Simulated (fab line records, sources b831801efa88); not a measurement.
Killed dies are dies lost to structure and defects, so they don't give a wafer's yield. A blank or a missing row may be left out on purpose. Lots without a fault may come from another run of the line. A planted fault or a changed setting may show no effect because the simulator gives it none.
Chamber matching | flow sky130 | SKY_VIA2_CMP_24 on cmp-01: 4 sister chambers
The step polishes, stops on SiO2, t overpolish 20 s, target thk 0 nm. 8 wafers are shown with their chamber, then 8 later ones without.

WAFERS WITH THEIR CHAMBER
wafer  | chamber | motor_current_A (A) | time_to_endpoint_s (s)
L500.1 | 1       | 11.4                | 105
L505.2 | 1       | 12.0                | 103
L510.1 | 0       | 9.6                 | 104
L510.6 | 0       | 9.1                 | 104
L514.1 | 3       | 12.1                | 97
L514.2 | 2       | 9.9                 | 103
L514.6 | 2       | 9.7                 | 102
L517.2 | 3       | 12.3                | 102

WAFERS WITHOUT THEIR CHAMBER
wafer  | motor_current_A (A) | time_to_endpoint_s (s)
L517.3 | 10.9                | 101
L517.5 | 11.8                | 102
L520.1 | 10.4                | 100
L520.3 | 9.5                 | 98
L520.6 | 10.1                | 103
L522.1 | 12.1                | 103
L522.2 | 9.4                 | 101
L522.6 | 9.5                 | 100

WHICH CHAMBER EACH WENT THROUGH
wafer  | from the rows above          | in truth
L517.3 | can't be placed: 1 or 2 or 3 | 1
L517.5 | can't be placed: 1 or 3      | 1
L520.1 | can't be placed: 2 or 0      | 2
L520.3 | can't be placed: 2 or 0      | 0
L520.6 | can't be placed: 2 or 0      | 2
L522.1 | can't be placed: 1 or 3      | 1
L522.2 | can't be placed: 0 or 2      | 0
L522.6 | can't be placed: 2 or 0      | 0
Placed correctly: 0 of 8. Can't be placed from these rows: 8 (the true chamber is among the candidates in 8). Placed wrongly: 0.
How it was worked out, from the rows above alone: a wafer's distance from a chamber is the root of the sum, over the readings, of the square of ((its reading less the chamber's mean) divided by the reading's scatter). The wafer belongs to the nearest chamber; if the next one is less than 2 further off, it can't be placed. A chamber's mean is the mean of its shown wafers. The scatter: the root of (the sum of the squares of (reading less its chamber's mean) over the shown wafers, divided by (wafers less chambers)).
